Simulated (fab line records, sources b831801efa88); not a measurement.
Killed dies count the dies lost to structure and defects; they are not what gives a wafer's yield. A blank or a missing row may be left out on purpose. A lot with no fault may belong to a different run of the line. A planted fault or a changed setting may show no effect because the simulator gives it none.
Chamber matching | flow sky130 | SKY_LI_CONTACT_ETCH_14 on rie-diel-01 has 4 sister chambers
The step etches BARC in N2/H2, stops on SiO2, time 45.9 s, target depth 60 nm. 14 wafers are shown with their chamber, then 7 later ones without.

## WAFERS WITH THEIR CHAMBER
wafer  | chamber | drypump-motor-current-A (A) | throttle-valve-pct (%) | oes-product-au (a.u.)
L074.1 | 1       | 5.7                         | 13.223                 | 0.858
L074.2 | 3       | 5.9                         | 13.233                 | 0.849
L074.6 | 1       | 5.7                         | 13.233                 | 0.854
L076.4 | 3       | 5.8                         | 13.214                 | 0.854
L076.5 | 1       | 5.7                         | 13.223                 | 0.850
L076.6 | 2       | 5.4                         | 13.232                 | 0.856
L080.1 | 1       | 5.7                         | 13.223                 | 0.858
L080.3 | 3       | 5.8                         | 13.227                 | 0.855
L080.5 | 1       | 5.7                         | 13.230                 | 0.853
L081.1 | 2       | 5.4                         | 13.242                 | 0.858
L081.2 | 1       | 5.8                         | 13.215                 | 0.857
L081.3 | 3       | 5.8                         | 13.224                 | 0.852
L083.1 | 0       | 6.2                         | 13.236                 | 0.852
L083.4 | 3       | 5.9                         | 13.211                 | 0.851

SIGNATURES (means of the wafers above)
reading                 | chamber 0 | chamber 1 | chamber 2 | chamber 3 | scatter within a chamber
drypump-motor-current-A | 6.200     | 5.717     | 5.400     | 5.840     | 0.0451
throttle-valve-pct      | 13.23600  | 13.22450  | 13.23700  | 13.22180  | 0.00764
oes-product-au          | 0.85200   | 0.85500   | 0.85700   | 0.85220   | 0.00277
Rule: a wafer's distance from a chamber is the root of the sum, over the readings, of the square of ((its reading less the chamber's mean) divided by the reading's scatter). If the next closest chamber is less than 2 further off than the closest, the wafer can't be placed; otherwise it belongs to the closest. The scatter: take each reading less its chamber's mean, square it, sum over the shown wafers, divide by the number of wafers less the number of chambers, and take the root.

## WAFERS WITH NO CHAMBER GIVEN
wafer  | drypump-motor-current-A (A) | throttle-valve-pct (%) | oes-product-au (a.u.)
L083.6 | 5.7                         | 13.211                 | 0.856
L085.2 | 5.4                         | 13.223                 | 0.861
L085.3 | 5.8                         | 13.216                 | 0.851
L085.4 | 5.4                         | 13.222                 | 0.857
L089.2 | 5.8                         | 13.201                 | 0.863
L089.5 | 5.8                         | 13.226                 | 0.858
L089.6 | 5.4                         | 13.228                 | 0.852

## THE CHAMBER EACH PASSED THROUGH
wafer  | from the rows above     | in truth
L083.6 | can't be placed: 1 or 3 | 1
L085.2 | 2                       | 2
L085.3 | can't be placed: 3 or 1 | 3
L085.4 | 2                       | 2
L089.2 | can't be placed: 1 or 3 | 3
L089.5 | can't be placed: 1 or 3 | 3
L089.6 | 2                       | 2
Correctly placed: 3 of 7. From these rows, 4 cannot be placed; in 4 the true chamber is one of the candidates. Wrongly placed: 0.
